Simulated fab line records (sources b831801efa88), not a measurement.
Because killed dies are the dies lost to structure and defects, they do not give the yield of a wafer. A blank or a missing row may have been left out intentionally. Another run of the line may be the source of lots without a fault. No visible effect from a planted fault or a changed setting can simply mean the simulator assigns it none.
Struck lot and sound lot, side by side    flow gf180mcu    17 out of 602 route steps
Sound: wafers L697.2, L697.4, L697.5. Struck: wafer L706.3 (L706.2, L706.4, from the same lot, were not struck and are left out); the cause is given at the end.
Each step with rows lists, per side, the tool, then ch with its chambers, then its first start. Under that, the readings that differ: sound wafers    struck wafers    difference of the means    sigmas: that difference in standard deviations of wafers without a fault.
alike: same words and numbers on both sides, and readings whose means sit less than 2 such deviations apart. not compared: any withheld reading, any reading some wafer has no value for, any bound like >300 that may hide the same value, and any number with overlapping values for which the record gives no deviation.
Wherever a step has rows on one side only, a row that says differs or no value, or a row with sigmas, the two part there. Numbers that have no deviation but don't overlap get no sigmas and don't part them. Lack of a reading on every wafer of one side parts them only where that side has two or more wafers.

first, 4 steps without rows for these wafers: GF_M1_SOFTBAKE_10 (time 60 s); GF_M1_EXPOSE_11 (exposes mask Metal1, target cd 230 nm); GF_M1_PEB_12 (peb time 90 s); GF_M1_DEVELOP_13 (develop time 60 s).
GF_M1_CD_MEAS_14 targets a cd of 230 nm.
  sound on cd_sem-01, day 17 22:06; struck on cd_sem-01, day 21 18:30
  alike: cd_nm
GF_M1_OVL_MEAS_15:
  sound on overlay-02, day 17 22:12; struck on overlay-02, day 21 18:36
reading      sound   struck  difference  sigmas
M1_OVL (nm)  1 4 -3  -11     -12         -2
GF_M1_METAL_ETCH_16: etches the open film in Cl2/BCl3, stops on SiO2, target depth 750.8 nm, time 125.1 s.
  sound on rie_metal-03 ch 0, day 17 22:14; struck on rie_metal-03 ch 0, day 21 18:38
reading     sound              struck  difference  sigmas
bias_w (W)  139.1 140.4 139.4  141.2   +1.6        +3
  alike: chamber_pressure_mTorr, drypump_motor_current_A, oes_product_au, throttle_valve_pct
  not compared: rf_hours_counter_h
GF_M1_STRIP_17: strips in O2/N2.
  sound on plasma_asher-04 ch 0,1, day 17 22:22; struck on plasma_asher-04 ch 0, day 21 18:46
  alike: chamber_pressure_mTorr, drypump_motor_current_A, heater_power_w, n2_flow_sccm, oes_product_au, strip_time_to_endpoint_s
  not compared: rf_hours_counter_h
then, 3 steps without rows for these wafers: GF_M1_STRIP_18 (strips in post etch residue remover, time 1200 s); GF_M1_CLEAN_19 (cleans in DIW); GF_V1_CVD_00 (deposits SiO2, target thk 600 nm, time 100 s).
GF_V1_THK_MEAS_01:
  sound on film_metro-01, day 17 23:01; struck on film_metro-01, day 21 19:23
  alike: V1_CVD_00_THK
GF_V1_CVD_02: deposits SiO2 from TEOS, target thk 850 nm, time 94.851 s.
  sound on pecvd-04 ch 0,1,2, day 17 23:04; struck on pecvd-04 ch 2, day 21 19:26
reading                              sound              struck  difference  sigmas
rf_fwd_power_W (W)                   595.4 594.5 592.4  841.9   +247.8      +99 or more
model.SiO2_of_V1_CVD_02.thk_nm (nm)  843.9 842.5 858.2  943.2   +95.0       
  alike: heater_power_w
GF_V1_THK_MEAS_03:
  sound on film_metro-04, day 17 23:08; struck on film_metro-01, day 21 19:31
reading             sound        struck  difference  sigmas
V1_CVD_02_THK (nm)  844 843 858  943     +95         +8
GF_V1_CMP_04: polishes SiO2.
  sound on cmp-01 ch 2,3, day 17 23:11; struck on cmp-02 ch 3, day 21 19:34
reading                 sound           struck  difference  sigmas
motor_current_A (A)     13.3 12.0 13.7  9.6     -3.4        -2
time_to_endpoint_s (s)  79 77 84        114     +34         +7
GF_V1_BOW_MEAS_05:
  sound on film_metro-01, day 17 23:31; struck on film_metro-01, day 21 19:53
  alike: V1_BOW
-- the record jumps here: 11 days lie between the struck wafers' starts before and after (it left off in module V1 and takes up again in module PASSIVATION, whose first step shown is number 602 of the route) --
GF_PASSIVATION_PROBE_99:
  the record has rows for the struck wafers here (prober-01, day 32 13:16) and none for the sound ones

WHERE THEY PART
Earliest at GF_M1_OVL_MEAS_15; latest, in this record, at GF_PASSIVATION_PROBE_99.

WHY: what had been put in by the simulator
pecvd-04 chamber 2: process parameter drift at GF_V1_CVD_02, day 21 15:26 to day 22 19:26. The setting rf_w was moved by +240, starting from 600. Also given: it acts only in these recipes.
